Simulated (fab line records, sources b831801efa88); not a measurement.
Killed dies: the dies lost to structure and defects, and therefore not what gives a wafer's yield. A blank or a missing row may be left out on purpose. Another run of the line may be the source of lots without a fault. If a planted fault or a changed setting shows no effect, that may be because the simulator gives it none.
Struck lot and sound lot, side by side	flow sky130	14 out of 708 route steps
Sound: these wafers, L272.1, L272.4, L272.6. Wafers struck: L266.1, L266.4, L266.5. The cause is given at the end.
Order at every step that has rows: each side's tool, ch and its chambers, its first start. Under that, the readings that differ: sound wafers	struck wafers	difference of the means	sigmas: that difference in standard deviations of wafers without a fault.
alike: readings whose means differ by less than 2 such deviations, and words and numbers that are the same on both sides. not compared: withheld readings, readings that some wafer has no value for, bounds like >300 that may hide the same value, and numbers for which the record gives no deviation and whose values overlap.
A row with sigmas, a row that says differs or no value, or rows on one side alone: a step with any of these is where the two part. Numbers that don't overlap but have no deviation are shown without sigmas and don't part them. Lack of a reading on every wafer of one side parts them only where that side has two or more wafers.

first, 2 steps without rows for these wafers: SKY_LDD_LDN_PEB_05; SKY_LDD_LDN_DEVELOP_06 (develop time 60 s).
SKY_LDD_LDN_OVL_MEAS_07:
  sound: overlay-02 at day 28 00:04; struck: overlay-01 at day 25 14:37
  alike: LDD_LDN_OVL
then, 4 steps without rows for these wafers: SKY_LDD_LDN_IMPLANT_08; SKY_LDD_LDN_IMPLANT_09; SKY_LDD_LDN_IMPLANT_10; SKY_LDD_LDN_IMPLANT_11.
SKY_LDD_LDN_STRIP_12: strips in O2/N2.
  sound on plasma_asher-04 ch 0,1, day 28 00:42; struck on plasma_asher-03 ch 0,1, day 25 15:16
  alike: drypump_motor_current_A, oes_product_au, strip_time_to_endpoint_s
  not compared: rf_hours_counter_h
SKY_LDD_LDN_TW_MEAS_13:
  sound: film_metro-01 at day 28 00:48; struck: film_metro-03 at day 25 15:22
  alike: LDD_LDN_TW
then, 2 steps without rows for these wafers: SKY_LDD_LDN_CLEAN_14 (cleans in SC1/SC2, time 150 s); SKY_SPACER_CVD_00 (deposits Si3N4 from DCS/NH3, target thk 43.1 nm, time 740 s).
SKY_SPACER_THK_MEAS_01:
  sound: film_metro-03 at day 28 02:07; struck: film_metro-03 at day 25 17:29
reading	sound	struck	difference	sigmas
SPACER_CVD_00_THK (nm)	43.7 43.8 43.7	42.7 42.6 42.7	-1.1	-3
SKY_SPACER_ETCHBACK_02: etches Si3N4 in CH3F/O2, stops on SiO2, time 46.7 s, target depth 45 nm.
  sound on rie_diel-01 ch 1,3, day 28 02:11; struck on rie_diel-03 ch 0,2,3, day 25 17:33
  no value came back on the struck wafers for any of 5 readings (O2_flow_sccm (sccm), bias_w (W) and others); on the sound wafers O2_flow_sccm (sccm) reads 29.92 29.78 30.06
  not compared: rf_hours_counter_h
-- the record jumps here: 22 days lie between the struck wafers' starts before and after (it left off in module SPACER and takes up again in module PAD_OPEN, whose first step shown is number 708 of the route) --
SKY_PAD_OPEN_PROBE_99:
  sound: prober-02 at day 49 02:43; struck: prober-01 at day 47 12:10
reading	sound	struck	difference	sigmas
killed_at_front_end	19 17 19	427 410 423	+402	+99 or more
killed_dies	94 84 99	492 492 492	+400	+43
killed_on_rim	20 20 18	96 96 96	+77	+22
  alike: killed_at_M0_to_M3, killed_at_M4_up, killed_at_contacts, killed_at_other, killed_open, killed_short

## WHERE THEY PART
First at SKY_SPACER_THK_MEAS_01; last, within this record, at SKY_PAD_OPEN_PROBE_99.

WHY: the cause the simulator had injected
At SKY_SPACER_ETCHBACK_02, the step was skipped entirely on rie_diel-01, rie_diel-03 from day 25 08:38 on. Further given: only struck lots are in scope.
